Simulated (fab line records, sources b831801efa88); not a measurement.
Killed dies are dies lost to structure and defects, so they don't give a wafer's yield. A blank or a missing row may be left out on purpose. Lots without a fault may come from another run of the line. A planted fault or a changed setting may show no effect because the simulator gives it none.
Which tool did it? | flow sky130 | 11 lots, 33 wafers sampled, at 6 steps of a route of 708

WHAT THE GAUGES READ, wafer by wafer
SKY_POLY_GATE_THK_MEAS_01.
lot  | measured     | on            | POLY_GATE_CVD_00_THK (nm)
L314 | day 15 01:38 | film_metro-03 | 178.4 179.8 181.1
L315 | day 15 06:40 | film_metro-02 | 178.8 179.1 176.5
L316 | day 15 08:22 | film_metro-03 | 183.3 182.6 182.9
L318 | day 15 16:45 | film_metro-02 | 180.5 179.3 178.7
L320 | day 16 16:02 | film_metro-03 | 178.9 180.8 180.7
L322 | day 17 06:46 | film_metro-02 | 181.5 180.2 180.6
L321 | day 17 06:47 | film_metro-03 | 181.9 183.4 182.2
L325 | day 18 04:37 | film_metro-04 | 180.1 181.1 181.0
L329 | day 20 02:58 | film_metro-02 | 126.9 126.4 127.4
L330 | day 20 11:31 | film_metro-04 | 127.3 128.7 126.5
L331 | day 20 16:39 | film_metro-02 | 131.8 131.5 132.9

SKY_LDD_P_OVL_MEAS_08.
lot  | measured     | on         | LDD_P_OVL (nm)
L314 | day 20 05:01 | overlay-01 | 2.5 3.4 2.2
L315 | day 20 10:50 | overlay-01 | -1.8 -1.5 -1.8
L316 | day 20 16:16 | overlay-02 | 2.5 0.7 3.6
L318 | day 20 21:59 | overlay-02 | -1.3 -4.6 -3.0
L320 | day 21 23:36 | overlay-01 | -0.6 -1.3 0.0
L322 | day 22 13:26 | overlay-02 | 1.0 -1.8 -2.5
L321 | day 22 13:22 | overlay-01 | -1.5 -3.2 -1.8
L325 | day 23 07:58 | overlay-02 | -0.5 0.9 -1.2
L329 | day 25 07:20 | overlay-01 | -2.5 -3.7 -1.7
L330 | day 25 19:19 | overlay-01 | 1.7 1.3 2.2
L331 | day 25 21:40 | overlay-01 | -3.7 0.3 0.1

WHICH TOOL RAN EACH LOT (tool, then ch and the chambers of the sampled wafers, then the start)
lot  | SKY_VT_ADJUST_HVTR_STRIP_10          | SKY_VT_ADJUST_PCH_STRIP_09           | SKY_POLY_GATE_CVD_00        | SKY_POLY_GATE_ETCH_17
L314 | plasma_asher-01 ch 0,1, day 10 12:03 | plasma_asher-01 ch 0, day 11 09:57   | lpcvd-01 ch 0, day 15 00:26 | rie_si-01 ch 2,3, day 17 12:10
L315 | plasma_asher-03 ch 0,1, day 10 12:21 | plasma_asher-04 ch 0,1, day 11 10:54 | lpcvd-01 ch 0, day 15 05:28 | rie_si-01 ch 2,3, day 17 18:00
L316 | plasma_asher-01 ch 0,1, day 10 14:42 | plasma_asher-01 ch 0,1, day 11 14:46 | lpcvd-01 ch 1, day 15 07:10 | rie_si-01 ch 2,3, day 17 22:16
L318 | plasma_asher-03 ch 0,1, day 10 20:27 | plasma_asher-01 ch 0,1, day 11 21:38 | lpcvd-01 ch 0, day 15 15:33 | rie_si-02 ch 0,1,3, day 18 04:21
L320 | plasma_asher-01 ch 0,1, day 11 16:06 | plasma_asher-01 ch 0,1, day 12 17:19 | lpcvd-01 ch 1, day 16 14:50 | rie_si-01 ch 0,1, day 19 07:02
L322 | plasma_asher-01 ch 0,1, day 12 07:02 | plasma_asher-02 ch 0,1, day 13 08:04 | lpcvd-01 ch 0, day 17 04:58 | rie_si-02 ch 0,2,3, day 19 22:26
L321 | plasma_asher-01 ch 0,1, day 12 08:05 | plasma_asher-01 ch 0,1, day 13 10:07 | lpcvd-01 ch 0, day 17 04:58 | rie_si-01 ch 0,1,2, day 19 22:21
L325 | plasma_asher-02 ch 0,1, day 13 02:38 | plasma_asher-01 ch 0,1, day 14 04:32 | lpcvd-01 ch 1, day 18 02:49 | rie_si-02 ch 1,2, day 20 18:25
L329 | plasma_asher-01 ch 0,1, day 14 19:41 | plasma_asher-04 ch 0,1, day 15 23:16 | lpcvd-01 ch 1, day 20 01:45 | rie_si-02 ch 2,3, day 22 17:17
L330 | plasma_asher-02 ch 0,1, day 15 02:42 | plasma_asher-02 ch 0,1, day 16 06:39 | lpcvd-01 ch 0, day 20 10:18 | rie_si-01 ch 1,2, day 23 04:18
L331 | plasma_asher-02 ch 0,1, day 15 07:05 | plasma_asher-01 ch 0,1, day 16 11:04 | lpcvd-01 ch 0, day 20 14:51 | rie_si-02 ch 0,2,3, day 23 07:35
- SKY_VT_ADJUST_HVTR_STRIP_10: strips in O2/N2.
- SKY_VT_ADJUST_PCH_STRIP_09: strips in O2/N2.
- SKY_POLY_GATE_CVD_00: deposits poly-Si, target thk 180 nm, time 720 s.
- SKY_POLY_GATE_ETCH_17: etches poly-Si in HBr/Cl2, stops on SiO2, target depth 180 nm, time 70.5 s.

WHAT THE TOOLS THEMSELVES READ (means of the sampled wafers that have a number; where no wafer has one, the mark that the record gives instead)
SKY_VT_ADJUST_HVTR_STRIP_10.
lot  | tool            | drypump_motor_current_A (A) | oes_product_au (a.u.) | strip_time_to_endpoint_s (s)
L314 | plasma_asher-01 | 6.4                         | 0.720                 | 14.14
L315 | plasma_asher-03 | 5.7                         | 0.713                 | 14.14
L316 | plasma_asher-01 | 6.4                         | 0.714                 | 14.16
L318 | plasma_asher-03 | 5.7                         | 0.713                 | 14.21
L320 | plasma_asher-01 | 6.5                         | 0.714                 | 14.14
L322 | plasma_asher-01 | 6.5                         | 0.713                 | 14.21
L321 | plasma_asher-01 | 6.4                         | 0.716                 | 14.16
L325 | plasma_asher-02 | 5.5                         | 0.716                 | 14.17
L329 | plasma_asher-01 | 6.4                         | 0.718                 | 14.16
L330 | plasma_asher-02 | 5.4                         | 0.713                 | 14.19
L331 | plasma_asher-02 | 5.4                         | 0.715                 | 14.22

SKY_VT_ADJUST_PCH_STRIP_09.
lot  | tool            | drypump_motor_current_A (A) | oes_product_au (a.u.) | strip_time_to_endpoint_s (s)
L314 | plasma_asher-01 | 6.4                         | 0.722                 | 36.86
L315 | plasma_asher-04 | 5.5                         | 0.725                 | 37.01
L316 | plasma_asher-01 | 6.5                         | 0.722                 | 36.93
L318 | plasma_asher-01 | 6.5                         | 0.726                 | 36.95
L320 | plasma_asher-01 | 6.4                         | 0.721                 | 37.06
L322 | plasma_asher-02 | 5.4                         | 0.720                 | 36.81
L321 | plasma_asher-01 | 6.4                         | 0.723                 | 37.01
L325 | plasma_asher-01 | 6.4                         | 0.720                 | 36.99
L329 | plasma_asher-04 | 5.6                         | 0.725                 | 36.91
L330 | plasma_asher-02 | 5.4                         | 0.723                 | 36.91
L331 | plasma_asher-01 | 6.4                         | 0.720                 | 36.96

SKY_POLY_GATE_CVD_00.
lot  | tool     | pressure_mtorr (mTorr) | spike_tc_top_C (C)
L314 | lpcvd-01 | 200.6                  | 641
L315 | lpcvd-01 | 199.9                  | 641
L316 | lpcvd-01 | 199.8                  | 633
L318 | lpcvd-01 | 199.6                  | 642
L320 | lpcvd-01 | 199.7                  | 634
L322 | lpcvd-01 | 200.2                  | 641
L321 | lpcvd-01 | 200.2                  | 642
L325 | lpcvd-01 | 200.1                  | 632
L329 | lpcvd-01 | 99.9                   | 633
L330 | lpcvd-01 | 100.3                  | 641
L331 | lpcvd-01 | 99.7                   | 642

SKY_POLY_GATE_ETCH_17.
lot  | tool      | drypump_motor_current_A (A) | oes_product_au (a.u.) | rf_fwd_power_W (W) | throttle_valve_pct (%)
L314 | rie_si-01 | 6.1                         | 0.991                 | 397.0              | 33.686
L315 | rie_si-01 | 6.1                         | 0.986                 | 395.9              | 33.678
L316 | rie_si-01 | 6.2                         | 1.000                 | 396.4              | 33.678
L318 | rie_si-02 | 6.2                         | 0.991                 | 398.2              | 33.678
L320 | rie_si-01 | 5.4                         | 0.978                 | 397.5              | 33.689
L322 | rie_si-02 | 5.9                         | 0.993                 | 396.9              | 33.683
L321 | rie_si-01 | 5.6                         | 0.993                 | 397.7              | 33.675
L325 | rie_si-02 | 6.0                         | 0.990                 | 398.5              | 33.685
L329 | rie_si-02 | 6.5                         | 0.783                 | 396.4              | 33.681
L330 | rie_si-01 | 5.4                         | 0.782                 | 395.5              | 33.690
L331 | rie_si-02 | 6.0                         | 0.808                 | 396.8              | 33.696

THE ANSWER, worked out from the rows above alone
Rule: what is usual is taken from the lots themselves. Put in order of their means at a reading, lots are off if they are a third of the lots or fewer, leave a main group of 4 or more, and stand apart from it by a gap of 3 or more times the standard deviation of the main group's means; of several such gaps the widest counts. A main group whose means are all the same, to the digits that the tables above print for the reading, isn't used. A lot without any number at a reading at which 4 lots or more have one is off too. The other lots that the step has rows for count as sound. The gauges are gone through in route order, then the tools' own readings, and for those a lot's mean is taken as printed above. The first step at which some lot is off is used, and at that step the reading that is off furthest; a lot without a number counts as furthest.
Off: L329, L330, L331, at SKY_POLY_GATE_THK_MEAS_01 (POLY_GATE_CVD_00_THK). The main group: mean 180.6 nm, standard deviation 1.5.
A tool fits if, at a process step before that reading, it ran every lot that is off, and no sound lot after the first of them. The gauges at SKY_POLY_GATE_THK_MEAS_01 aren't tried: what is off there is off at SKY_POLY_GATE_CVD_00 too, on other tools, and a gauge's error can't cause that. One fits: lpcvd-01 at SKY_POLY_GATE_CVD_00. Its last sound lot is L325 (day 18 02:49), its first lot that is off L329 (day 20 01:45): a fault that began between those two fits.
The tool's own readings at SKY_POLY_GATE_CVD_00 bear it out: on the lots that are off they differ by more than 5 times the standard deviation of the sound lots' means. pressure_mtorr reads 100.0 mTorr there against 200.0 mTorr on the sound lots.

WHAT THE SIMULATOR HAD PUT IN
Process parameter drift: lpcvd-01, from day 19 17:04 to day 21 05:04, at SKY_POLY_GATE_CVD_00. Setting pressure_mtorr, moved by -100, from 200.
Lots struck among those shown: L329, L330, L331. The rule above found the same.
